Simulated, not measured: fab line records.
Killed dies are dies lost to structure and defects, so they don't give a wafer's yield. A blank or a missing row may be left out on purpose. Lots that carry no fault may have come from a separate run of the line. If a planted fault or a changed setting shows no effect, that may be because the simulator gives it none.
What tool caused it? | flow gf180mcu | 14 lots with 42 wafers sampled at 2 steps, on a route of 602 steps

WHAT THE GAUGES SHOWED, per wafer
GF_M1_CD_MEAS_14: target cd 230 nm.
lot  | measured     | on       | cdNm (nm)
L901 | day 17 07:51 | cdSem-02 | 229.8 230.7 229.2
L903 | day 18 04:22 | cdSem-02 | 230.5 231.2 230.4
L905 | day 19 12:36 | cdSem-02 | 228.6 227.9 228.4
L907 | day 19 21:37 | cdSem-02 | 229.5 229.8 228.5
L910 | day 21 05:02 | cdSem-02 | 230.7 230.5 229.7
L912 | day 21 19:46 | cdSem-02 | 229.9 230.7 230.3
L913 | day 22 10:05 | cdSem-02 | 229.4 228.6 229.9
L914 | day 22 11:12 | cdSem-02 | 230.5 230.7 229.4
L915 | day 23 00:40 | cdSem-02 | 230.7 231.3 230.0
L917 | day 23 16:31 | cdSem-02 | 230.5 229.6 229.6
L920 | day 24 06:30 | cdSem-01 | 228.4 229.6 229.8
L921 | day 24 18:47 | cdSem-01 | 230.8 229.3 230.8
L922 | day 25 04:10 | cdSem-01 | 229.8 230.7 229.7
L923 | day 25 09:02 | cdSem-01 | 230.4 231.3 231.3

TOOL THAT RAN EACH LOT (tool first, then ch and the chambers of the sampled wafers, then the start)
lot  | GF_SALICIDE_RTA_08
L901 | rtpAnneal-01 ch 0, day 15 08:01
L903 | rtpAnneal-01 ch 0, day 16 03:14
L905 | rtpAnneal-02 ch 0, day 17 10:40
L907 | rtpAnneal-02 ch 0, day 17 18:56
L910 | rtpAnneal-01 ch 0, day 19 02:47
L912 | rtpAnneal-01 ch 0, day 19 17:28
L913 | rtpAnneal-02 ch 0, day 20 08:05
L914 | rtpAnneal-02 ch 0, day 20 09:22
L915 | rtpAnneal-01 ch 0, day 20 23:06
L917 | rtpAnneal-01 ch 0, day 21 16:02
L920 | rtpAnneal-01 ch 0, day 22 07:31
L921 | rtpAnneal-01 ch 0, day 22 19:44
L922 | rtpAnneal-01 ch 0, day 23 05:17
L923 | rtpAnneal-01 ch 0, day 23 11:06
- GF_SALICIDE_RTA_08: time 30 s.

WHAT THE TOOLS THEMSELVES READ (means of the sampled wafers that have a number; where no wafer has one, the mark that the record gives instead)
GF_SALICIDE_RTA_08.
lot  | tool         | chamberO2Ppm | lampPowerPct (%) | wafer_temp_C_max
L901 | rtpAnneal-01 | 1.980        | 16.8             | 804.0
L903 | rtpAnneal-01 | 1.986        | 16.8             | 804.2
L905 | rtpAnneal-02 | 2.008        | 19.0             | 805.5
L907 | rtpAnneal-02 | 2.007        | 19.0             | 807.1
L910 | rtpAnneal-01 | 1.996        | 16.8             | 805.1
L912 | rtpAnneal-01 | 1.977        | 16.8             | 804.0
L913 | rtpAnneal-02 | 2.005        | 28.4             | 939.0
L914 | rtpAnneal-02 | 1.996        | 28.4             | 938.8
L915 | rtpAnneal-01 | 1.982        | 16.8             | 803.5
L917 | rtpAnneal-01 | 2.001        | 16.9             | 803.8
L920 | rtpAnneal-01 | 2.002        | 16.8             | 804.1
L921 | rtpAnneal-01 | 2.033        | 16.9             | 803.1
L922 | rtpAnneal-01 | 2.008        | 16.8             | 803.9
L923 | rtpAnneal-01 | 1.997        | 16.8             | 803.5

THE ANSWER, worked out from the rows above alone
Rule: usual is defined by the lots themselves. The widest of any qualifying gaps counts: lots, ordered by their means at a reading, are off when they make up no more than a third of the lots, leave a main group of 4 or more, and stand apart from it by 3 or more times the standard deviation of that group's means. Not used: any main group whose means are identical at the precision the tables above print for the reading. Also off: a lot with no number at a reading for which 4 or more lots have one. Any other lot the step has rows for is counted as sound. First the gauges in route order, then the tools' own readings, where a lot's mean is used as printed above. At the first step where some lot is off, the reading lying furthest off is the one used; lots without a number count as furthest.
Off: L913, L914, at GF_SALICIDE_RTA_08 (wafer_temp_C_max). The main group: mean 804.3, standard deviation 1.1.
A tool fits if, at that step or a process step before it, it ran every lot that is off, and no sound lot after the first of them. One fits: rtpAnneal-02 at GF_SALICIDE_RTA_08. Its last sound lot is L907 (day 17 18:56), its first lot that is off L913 (day 20 08:05): a fault that began between those two fits.
The tool's own readings at GF_SALICIDE_RTA_08 bear it out: on the lots that are off they differ by more than 5 times the standard deviation of the sound lots' means. lampPowerPct reads 28.4 % there against 17.2 % on the sound lots; wafer_temp_C_max reads 938.9 there against 804.3 on the sound lots.

WHAT THE SIMULATOR HAD INSERTED
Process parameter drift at GF_SALICIDE_RTA_08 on rtpAnneal-02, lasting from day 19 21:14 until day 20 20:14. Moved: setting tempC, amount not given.
Struck lots among those shown: L913, L914. The rule given above showed the same thing.
